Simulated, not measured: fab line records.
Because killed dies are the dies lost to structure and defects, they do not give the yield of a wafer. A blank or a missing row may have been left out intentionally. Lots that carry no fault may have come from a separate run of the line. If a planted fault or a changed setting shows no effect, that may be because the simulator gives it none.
fab line records | flow sky130
record: lots: 12 wafers: 36 last_day: 50
route steps=708 shown VIA2@509 VIA3@593 METAL4@599 PAD_OPEN@708
lots that met no fault: taken from a fault-free run of the same line
start_h: the number of hours between the record's first day and the start of the first shown wafer of the lot | wait_h: hours from the lot's prior step to this one | " the same as in the row above | L1.1+2: one row covering several wafers at once | - no value, or no start given | * or withheld: withheld | < > ~ a bound
route shown NAME@n: a module of which the file shows steps, and the number in the route of the first | usual: mean and standard deviation over wafers with no fault | same: alike in all rows | chamber/n: place in a boat | sites: the reading at each site | _std_site: standard deviation across them | _edge_site: inner sites' mean taken away from outer sites' mean | radius_mm: how far each site lies from the wafer's centre | mask NAME#n: copy n | behind: the most recent tool/chamber to have shaped the wafer | hold: the reason the lot was held/the length of the hold in hours/how it ended | device: transistor that didn't switch, given as n, p or np | end of line: the tests these same wafers got at the end of their route | where a step has no rows: the recipe by itself | killed: at the first sort, the dies lost to defects and structure; wafer yield is something else | map: a wafer's dies, x killed, . not, _ none there
set.NAME: the setting that was run; set.NAME@STEP: the one run at that earlier step | model.NAME: the simulator's own value behind a step, which no gauge read
the route's steps for a sample of lots (tables are steps, rows are wafers)
services: from which hour (start_h, from the record's first day; less than 0 if before it) a tool's chamber was out of use, for how many hours, and why
== steps ==
step: SKY_VIA2_CMP_02
recipe: material: SiO2 down_force_psi: 4 platen_rpm: 60 pad_velocity_m_s: 0.94248
usual: head_pressure_psi: 4.000/0.0085 motor_current_A: 12.5/1.4
columns lot.wafer tool chamber start_h wait_h head_pressure_psi motor_current_A
L596.1 cmp-01 2 814.87 0.1 3.996 12.9
L596.6 " 1 " " 4.003 11.2
L596.5 " 2 " " 3.994 13.1
L598.2 cmp-01 0 832.63 0.0 3.981 11.9
L598.3 " 1 " " 4.010 11.3
L598.4 " 3 " " 4.011 14.5
L599.2 cmp-02 2 839.43 0.1 3.994 11.7
L599.5 " 0 " " 3.998 13.9
L599.6 " 1 " " 3.993 12.3
L600.4 cmp-01 2 857.70 0.1 3.996 13.2
L600.3 " 3 " " 4.013 14.4
L600.6 " 2 " " 3.997 13.4
L601.1 cmp-02 3 871.42 0.1 3.992 10.5
L601.2 " 0 " " 3.991 14.9
L601.4 " 2 " " 3.987 12.0
L610.3 cmp-01 1 933.78 0.0 4.005 11.0
L610.4 " 0 " " 3.994 12.7
L610.5 " 2 " " 4.004 12.8
L609.3 cmp-02 3 934.07 0.1 3.993 11.4
L609.1 " 1 " " 4.003 11.9
L609.5 " 2 " " 4.011 11.6
L612.3 cmp-01 3 947.32 0.2 3.986 14.0
L612.6 " 0 " " 3.995 12.0
L612.5 " 1 " " 4.002 11.3
L613.1 cmp-01 2 948.13 0.1 3.998 12.8
L613.2 " 3 " " 4.000 14.2
L613.6 " 2 " " 3.992 13.0
L616.4 cmp-01 3 967.47 0.1 4.013 15.0
L616.3 " 0 " " 3.988 12.2
L616.5 " 3 " " 3.995 14.2
L617.2 cmp-01 1 971.04 0.0 3.998 11.3
L617.4 " 0 " " 3.992 11.6
L617.6 " 2 " " 4.004 13.0
L619.4 cmp-01 0 991.59 0.0 4.003 12.2
L619.1 " 2 " " 3.994 13.3
L619.2 " 3 " " 3.997 15.1
step: SKY_VIA3_SPUTTER_20
recipe: material: TiN target_thk_nm: 20 chamber_pressure_pa: 5 power_w: 4000 time_s: 80
usual: throttle_valve_pct: 29.9/0.78
columns lot.wafer tool chamber start_h wait_h throttle_valve_pct
L596.1 pvd_sputter-02 - 923.47 0.0 29.0
L596.5 " - " " 30.9
L596.6 " - " " 30.6
L598.2 pvd_sputter-04 - 939.23 0.0 29.4
L598.3 " - " " 29.8
L598.4 " - " " 30.2
L599.2 pvd_sputter-04 - 948.02 0.0 29.4
L599.5 " - " " 29.9
L599.6 " - " " 30.5
L600.3 pvd_sputter-03 - 963.41 0.0 30.9
L600.4 " - " " 28.8
L600.6 " - " " 30.6
L601.1 pvd_sputter-04 - 978.12 0.0 29.9
L601.2 " - " " 29.7
L601.4 " - " " 30.4
L609.1 pvd_sputter-04 - 1033.32 0.0 30.0
L609.3 " - " " 29.4
L609.5 " - " " 29.4
L610.3 pvd_sputter-04 - 1033.97 0.0 29.9
L610.4 " - " " 30.5
L610.5 " - " " 29.6
L612.3 pvd_sputter-03 - 1045.54 0.0 28.9
L612.5 " - " " 28.8
L612.6 " - " " 28.7
L613.1 pvd_sputter-04 - 1046.12 0.0 29.5
L613.2 " - " " 30.6
L613.6 " - " " 29.6
L616.3 pvd_sputter-02 - 1064.56 0.0 30.6
L616.4 " - " " 29.3
L616.5 " - " " 30.4
L617.2 pvd_sputter-03 - 1065.68 0.0 29.0
L617.4 " - " " 31.2
L617.6 " - " " 30.5
L619.1 pvd_sputter-03 - 1086.72 0.0 30.8
L619.2 " - " " 28.8
L619.4 " - " " 28.8
step: SKY_VIA3_RS_MEAS_22
recipe: thk_meas_gauge: four-point-probe reads: W_of_VIA3_CVD_21+TiN_of_VIA3_SPUTTER_20
usual: VIA3_W_RS: 0.2939/0.0028
columns lot.wafer tool chamber start_h wait_h VIA3_W_RS[ohm/sq]
L596.1 film_metro-01 - 923.66 0.1 0.2884
L596.5 " - " " 0.2875
L596.6 " - " " 0.2965
L598.2 film_metro-03 - 939.43 0.1 0.2940
L598.3 " - " " 0.2990
L598.4 " - " " 0.2995
L599.2 film_metro-02 - 948.23 0.1 0.2917
L599.5 " - " " 0.2933
L599.6 " - " " 0.2943
L600.3 film_metro-02 - 963.63 0.1 0.2971
L600.4 " - " " 0.2971
L600.6 " - " " 0.2943
L601.1 film_metro-01 - 978.31 0.1 0.2898
L601.2 " - " " 0.2932
L601.4 " - " " 0.2912
L609.1 film_metro-01 - 1033.50 0.1 0.2950
L609.3 " - " " 0.2924
L609.5 " - " " 0.2935
L610.3 film_metro-01 - 1034.20 0.1 0.2939
L610.4 " - " " 0.2947
L610.5 " - " " 0.2975
L612.3 film_metro-03 - 1045.77 0.1 0.2964
L612.5 " - " " 0.2968
L612.6 " - " " 0.3011
L613.1 film_metro-01 - 1046.30 0.1 0.2933
L613.2 " - " " 0.2971
L613.6 " - " " 0.2929
L616.3 film_metro-01 - 1064.79 0.1 0.2900
L616.4 " - " " 0.2930
L616.5 " - " " 0.2949
L617.2 film_metro-01 - 1065.89 0.1 0.2971
L617.4 " - " " 0.2987
L617.6 " - " " 0.2999
L619.1 film_metro-01 - 1086.90 0.1 0.2899
L619.2 " - " " 0.2917
L619.4 " - " " 0.2909
step: SKY_METAL4_SPUTTER_01
recipe: material: TiN target_thk_nm: 20 power_w: 6500 time_s: 16.7 chamber_pressure_pa: 0.4
usual: throttle_valve_pct: 29.8/0.86
columns lot.wafer tool chamber start_h wait_h throttle_valve_pct
L596.1 pvd_sputter-03 - 924.16 0.0 31.0
L596.5 " - " " 28.6
L596.6 " - " " 28.9
L598.2 pvd_sputter-01 - 939.93 0.0 30.4
L598.3 " - " " 29.2
L598.4 " - " " 28.8
L599.2 pvd_sputter-02 - 948.71 0.0 31.0
L599.5 " - " " 29.7
L599.6 " - " " 30.6
L600.3 pvd_sputter-02 - 964.12 0.0 30.9
L600.4 " - " " 31.0
L600.6 " - " " 29.8
L601.1 pvd_sputter-01 - 979.00 0.0 29.6
L601.2 " - " " 30.0
L601.4 " - " " 28.9
L609.1 pvd_sputter-01 - 1034.00 0.0 29.1
L609.3 " - " " 28.6
L609.5 " - " " 29.1
L610.3 pvd_sputter-01 - 1034.66 0.0 29.9
L610.4 " - " " 28.8
L610.5 " - " " 30.2
L612.3 pvd_sputter-02 - 1046.23 0.0 29.7
L612.5 " - " " 30.8
L612.6 " - " " 29.7
L613.1 pvd_sputter-02 - 1046.80 0.0 29.7
L613.2 " - " " 30.5
L613.6 " - " " 31.1
L616.3 pvd_sputter-02 - 1065.25 0.0 31.0
L616.4 " - " " 30.7
L616.5 " - " " 31.1
L617.2 pvd_sputter-03 - 1066.53 0.0 29.0
L617.4 " - " " 31.2
L617.6 " - " " 28.8
L619.1 pvd_sputter-03 - 1087.40 0.0 29.0
L619.2 " - " " 31.2
L619.4 " - " " 30.6
step: SKY_PAD_OPEN_PROBE_99
usual: defect_limited_yield: 82.5/1.9 killed_at_M0_to_M3: 43/6.7 killed_at_M4_up: 3.2/1.9 killed_at_contacts: 24/5.9 killed_at_front_end: 15/4.1 killed_at_other: 0.3/0.56 killed_dies: 86/9.5 killed_on_rim: 17/3.7 killed_open: 47/7.4 killed_short: 39/5.5 sort_bin_3_pad_short: 0.8/0.4 sort_bin_5_function: 10.4/1.4 sort_bin_6_memory: 6.2/1.2 sort_n_pass: 406/9.5 sort_yield_pct: 82.5/1.9
same: gross_dies: 492 killed_at_back_side: 0 sort_bin_4_leakage[%]: 0 sort_bin_8_speed[%]: 0
columns lot.wafer tool chamber start_h wait_h defect_limited_yield[%] killed_at_M0_to_M3 killed_at_M4_up killed_at_contacts killed_at_front_end killed_at_other killed_dies killed_on_rim killed_open killed_short sort_bin_3_pad_short[%] sort_bin_5_function[%] sort_bin_6_memory[%] sort_n_pass sort_yield_pct[%]
L598.2 prober-01 - 1085.47 0.1 82.3 43 3 32 9 0 87 23 41 46 0.6 10.0 7.1 405 82.3
L598.3 prober-01 - 1085.52 0.2 82.7 42 1 32 10 0 85 17 46 39 0.4 10.0 6.9 407 82.7
L598.4 prober-01 - 1085.57 0.2 81.7 50 3 24 13 0 90 17 46 44 0.4 11.0 6.9 402 81.7
L601.1 prober-02 - 1117.57 0.1 82.9 46 3 24 11 0 84 18 45 39 1.6 10.6 4.9 408 82.9
L601.2 prober-02 - 1117.62 0.1 80.7 44 2 33 16 0 95 17 50 45 0.8 12.2 6.3 397 80.7
L601.4 prober-02 - 1117.72 0.2 80.3 58 0 23 16 0 97 21 54 43 0.6 11.8 7.3 395 80.3
L609.1 prober-02 - 1160.89 0.1 52.8 197 5 16 14 0 232 49 44 29 2.6 29.5 15.0 260 52.8
L609.3 prober-02 - 1160.99 0.2 79.9 54 8 27 9 1 99 17 48 51 1.2 12.0 6.9 393 79.9
L609.5 prober-02 - 1161.09 0.2 86.0 40 4 13 12 0 69 10 33 36 0.4 8.9 4.7 423 86.0
L610.3 prober-01 - 1162.30 0.2 83.5 39 2 25 14 1 81 13 42 39 1.0 9.1 6.3 411 83.5
L610.4 prober-01 - 1162.35 0.2 81.3 42 1 34 15 0 92 21 50 42 1.0 11.0 6.7 400 81.3
L610.5 prober-01 - 1162.40 0.2 82.9 37 2 25 19 1 84 17 40 44 1.0 11.6 4.5 408 82.9
L612.5 prober-01 - 1170.88 0.2 84.6 31 2 31 12 0 76 17 43 33 1.0 9.1 5.3 416 84.6
L613.1 prober-02 - 1171.68 0.1 82.1 38 3 30 17 0 88 12 40 48 0.8 10.8 6.3 404 82.1
killed by level:class
L598.2 CONTACT:geometric_particle:open=9 CONTACT:geometric_particle:short=8 VIA1:geometric_particle:open=8 METAL1:geometric_particle:short=7 LOCAL_INTERCONNECT:geometric_particle:short=6 VIA2:geometric_particle:open=6 VIA3:geometric_particle:open=6 LI_CONTACT:geometric_particle:open=5
L598.3 VIA1:geometric_particle:open=12 LI_CONTACT:geometric_particle:open=10 CONTACT:geometric_particle:open=9 CONTACT:geometric_particle:short=7 METAL2:geometric_particle:short=6 LOCAL_INTERCONNECT:geometric_particle:short=5 VIA1:geometric_particle:short=5 VIA2:geometric_particle:open=5
L598.4 VIA3:geometric_particle:open=10 VIA1:geometric_particle:open=9 METAL1:geometric_particle:short=7 METAL2:geometric_particle:short=7 FIELD_ISO:geometric_particle:open=6 LI_CONTACT:geometric_particle:open=6 CONTACT:geometric_particle:short=6 VIA2:geometric_particle:open=6
L601.1 VIA1:geometric_particle:open=10 VIA3:geometric_particle:open=8 VIA2:geometric_particle:open=7 CONTACT:geometric_particle:open=6 VIA1:geometric_particle:short=6 LI_CONTACT:geometric_particle:open=5 LOCAL_INTERCONNECT:geometric_particle:short=5 LI_CONTACT:geometric_particle:short=4
L601.2 CONTACT:geometric_particle:open=10 VIA3:geometric_particle:open=8 LI_CONTACT:geometric_particle:open=8 VIA1:geometric_particle:open=8 VIA2:geometric_particle:open=8 LOCAL_INTERCONNECT:geometric_particle:short=7 FIELD_ISO:geometric_particle:short=5 LI_CONTACT:geometric_particle:short=5
L601.4 VIA3:geometric_particle:open=12 VIA1:geometric_particle:open=10 LI_CONTACT:geometric_particle:open=8 CONTACT:geometric_particle:open=8 VIA1:geometric_particle:short=7 VIA2:geometric_particle:open=6 METAL2:geometric_particle:short=6 FIELD_ISO:geometric_particle:short=5
L609.1 VIA2:unspecified=159 VIA1:geometric_particle:open=12 CONTACT:geometric_particle:open=10 METAL1:geometric_particle:short=8 VIA2:geometric_particle:open=5 METAL4:geometric_particle:short=4 POLY_GATE:geometric_particle:open=3 POLY_GATE:geometric_particle:short=3
L609.3 VIA1:geometric_particle:open=14 CONTACT:geometric_particle:open=10 LI_CONTACT:geometric_particle:open=9 VIA3:geometric_particle:open=8 METAL4:geometric_particle:short=8 METAL1:geometric_particle:short=7 VIA1:geometric_particle:short=6 METAL2:geometric_particle:short=6
L609.5 VIA1:geometric_particle:open=6 CONTACT:geometric_particle:open=5 METAL1:geometric_particle:short=5 VIA2:geometric_particle:short=5 VIA3:geometric_particle:open=5 FIELD_ISO:geometric_particle:short=4 POLY_GATE:geometric_particle:short=4 METAL2:geometric_particle:short=4
L610.3 CONTACT:geometric_particle:open=9 METAL1:geometric_particle:short=7 VIA1:geometric_particle:open=7 LI_CONTACT:geometric_particle:open=6 VIA2:geometric_particle:open=6 VIA3:geometric_particle:open=5 LOCAL_INTERCONNECT:geometric_particle:short=4 CONTACT:geometric_particle:short=4
L610.4 LI_CONTACT:geometric_particle:open=12 VIA1:geometric_particle:open=11 CONTACT:geometric_particle:open=9 METAL1:geometric_particle:short=7 VIA2:geometric_particle:open=6 CONTACT:geometric_particle:short=5 LI_CONTACT:geometric_particle:short=4 LOCAL_INTERCONNECT:geometric_particle:short=4
L610.5 VIA1:geometric_particle:open=10 VIA3:geometric_particle:open=8 CONTACT:geometric_particle:open=7 FIELD_ISO:geometric_particle:short=6 POLY_GATE:geometric_particle:open=6 LOCAL_INTERCONNECT:geometric_particle:short=6 METAL1:geometric_particle:short=5 METAL2:geometric_particle:short=5
L612.5 CONTACT:geometric_particle:open=15 VIA1:geometric_particle:open=10 CONTACT:geometric_particle:short=7 POLY_GATE:geometric_particle:short=5 VIA2:geometric_particle:open=5 LOCAL_INTERCONNECT:geometric_particle:short=4 VIA1:geometric_particle:short=4 VIA3:geometric_particle:open=4
L613.1 LI_CONTACT:geometric_particle:open=10 CONTACT:geometric_particle:short=10 VIA1:geometric_particle:short=8 VIA1:geometric_particle:open=7 VIA3:geometric_particle:open=7 POLY_GATE:geometric_particle:open=5 CONTACT:geometric_particle:open=5 FIELD_ISO:geometric_particle:short=4
== services ==
columns tool chamber start_h hours kind
cmp-01 - 823.34 2.7 repair
pvd_sputter-01 - 831.88 1.1 repair
pvd_sputter-03 3 832.63 - consumable_replace:kit
pvd_sputter-03 3 832.63 18.0 scheduled_down
pvd_sputter-03 3 832.63 18.0 vent_cycle
cmp-01 - 836.44 1.8 repair
cmp-01 - 836.74 0.4 repair
cmp-02 - 856.57 5.7 pm
pvd_sputter-01 - 861.93 0.6 repair
pvd_sputter-04 - 887.68 1.5 repair
pvd_sputter-01 - 895.57 10.5 repair
pvd_sputter-02 - 908.03 4.5 repair
cmp-02 - 910.91 1.6 repair
cmp-02 - 912.51 4.0 pm
cmp-02 - 938.62 0.6 repair
cmp-02 - 973.58 1.8 repair
cmp-02 - 975.37 4.2 pm
pvd_sputter-04 - 988.89 3.6 repair
cmp-02 - 999.76 0.4 repair
pvd_sputter-01 - 1021.68 1.0 repair
cmp-02 - 1062.10 0.5 repair
cmp-01 - 1066.13 0.7 repair
pvd_sputter-04 - 1069.63 5.3 repair
pvd_sputter-03 - 1075.49 11.1 repair
== key ==
first_sign: step: SKY_PAD_OPEN_PROBE_99 reading: killed_at_M0_to_M3 direction: up sigmas: 23 usual: 43 struck: 197
effect: step: SKY_PAD_OPEN_PROBE_99 reading: defect_limited_yield direction: down sigmas: 15 usual: 82.5 struck: 52.8
met_at SKY_VIA2_CMP_02
struck_lots L609
struck_wafers L609.1
not_acting_at SKY_VIA3_SPUTTER_20,SKY_VIA3_RS_MEAS_22,SKY_METAL4_SPUTTER_01
onset_between 839.43 934.07
fault: kind: chamber_particle_source tool: cmp-02 chamber: 1 onset_h: 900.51 steps: SKY_VIA2_CMP_02 rate_per_visit_cm2: 0.84746 end_h: 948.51
